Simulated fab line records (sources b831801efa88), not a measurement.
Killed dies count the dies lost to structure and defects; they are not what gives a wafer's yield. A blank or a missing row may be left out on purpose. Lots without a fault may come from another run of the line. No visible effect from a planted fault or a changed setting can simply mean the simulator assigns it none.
A struck lot beside a sound one :: flow gf180mcu :: 17 out of 602 route steps
Sound: wafers L240.1, L240.2, L240.5. Struck: wafer L243.4 (left out: L243.2, L243.5 of the same lot, which were not struck); the cause appears at the end.
Per side, at each step with rows, come the tool, then ch with its chambers, and then its first start. Under that, the readings that differ: sound wafers :: struck wafers :: difference of the means :: sigmas: that difference in standard deviations of wafers without a fault.
alike: readings whose means differ by less than 2 such deviations, and words and numbers that are the same on both sides. not compared: withheld readings, readings that some wafer has no value for, bounds like >300 that may hide the same value, and numbers for which the record gives no deviation and whose values overlap.
A row with sigmas, a row that says differs or no value, or rows on one side alone: a step with any of these is where the two part. When numbers do not overlap yet have no deviation, they are printed without sigmas and do not part them. Lack of a reading on every wafer of one side parts them only where that side has two or more wafers.

first, 2 steps without rows for these wafers: GF_CONTACT_PEB_12 (peb time 90 s); GF_CONTACT_DEVELOP_13 (develop time 60 s).
GF_CONTACT_CD_MEAS_14: the cd target is 220 nm.
  sound on cd-sem-01 at day 20 03:55; struck on cd-sem-01 at day 21 01:17
reading: cd-nm (nm)
sound: 221.4 222.2 222.1
struck: 218.8
difference: -3.1
sigmas: -2
GF_CONTACT_OVL_MEAS_15:
  sound on overlay-01 at day 20 04:02; struck on overlay-01 at day 21 01:23
  alike: CONTACT_OVL
GF_CONTACT_ETCH_16: etches BARC in N2/H2.
  sound on rie-diel-03 ch 2,3, day 20 04:05; struck on rie-diel-01 ch 1, day 21 01:25
  alike: drypump-motor-current-A, n2-flow-sccm, oes-product-au, throttle-valve-pct
GF_CONTACT_ETCH_17: etches SiO2 in C4F8/O2/Ar, stops on CoSi2, target depth 860 nm.
  sound: rie-diel-03 ch 2,3; struck: rie-diel-01 ch 1
  alike: oes-product-au
GF_CONTACT_STRIP_18: strips in O2/N2.
  sound on plasma-asher-02 ch 0,1, day 20 04:14; struck on plasma-asher-02 ch 0, day 21 01:35
  alike: drypump-motor-current-A, heater-power-w, n2-flow-sccm, oes-product-au
  not compared: rf-hours-counter-h
then, 3 steps without rows for these wafers: GF_CONTACT_CLEAN_19 (cleans in SPM); GF_CONTACT_CLEAN_20 (cleans in DIW); GF_CONTACT_CLEAN_21 (cleans in dHF, time 20 s).
GF_CONTACT_SPUTTER_22: material Ti, target thk 15 nm, time 80.02 s.
  sound on pvd-sputter-03 at day 20 04:33; struck on pvd-sputter-03 at day 21 01:53
  alike: cathode-dc-power-W, throttle-valve-pct
then, 1 step without rows for these wafers: GF_CONTACT_SPUTTER_23 (material TiN, target thk 10 nm, time 40 s).
GF_CONTACT_CVD_24: deposits W, target thk 300 nm, time 90.339 s.
  sound on cvd-w-01 ch 0,1, day 20 04:39; struck on cvd-w-01 ch 0, day 21 01:59
reading: model.W_of_CONTACT_CVD_24.thk-nm (nm)
sound: 295.1 297.4 295.8
struck: 323.8
difference: +27.7
sigmas: 
  alike: heater-power-w
GF_CONTACT_RS_MEAS_25: uses a four-point probe to measure.
  sound on film-metro-03 at day 20 04:45; struck on film-metro-03 at day 21 02:06
reading: CONTACT_W_RS (ohm/sq)
sound: 0.389 0.386 0.389
struck: 0.354
difference: -0.034
sigmas: -8
GF_CONTACT_THK_MEAS_26: measures by xrf.
  sound on film-metro-03 at day 20 04:52; struck on film-metro-03 at day 21 02:13
reading: CONTACT_W_THK (nm)
sound: 293 296 294
struck: 320
difference: +26
sigmas: +5
GF_CONTACT_CMP_27: polishes, stops on SiO2, t overpolish 15 s, target thk 0 nm.
  sound on cmp-01 ch 0,2, day 20 04:56; struck on cmp-01 ch 0, day 21 02:16
  alike: motor-current-A
-- the record jumps here: 12 days lie between the struck wafers' starts before and after (it left off in module CONTACT and takes up again in module PASSIVATION, whose first step shown is number 602 of the route) --
GF_PASSIVATION_PROBE_99:
  the record has rows for the struck wafers here (prober-02, day 32 21:57) and none for the sound ones

WHERE THEY PART
Last at GF_PASSIVATION_PROBE_99 as far as this record goes, first at GF_CONTACT_CD_MEAS_14.

WHY: whatever the simulator had introduced
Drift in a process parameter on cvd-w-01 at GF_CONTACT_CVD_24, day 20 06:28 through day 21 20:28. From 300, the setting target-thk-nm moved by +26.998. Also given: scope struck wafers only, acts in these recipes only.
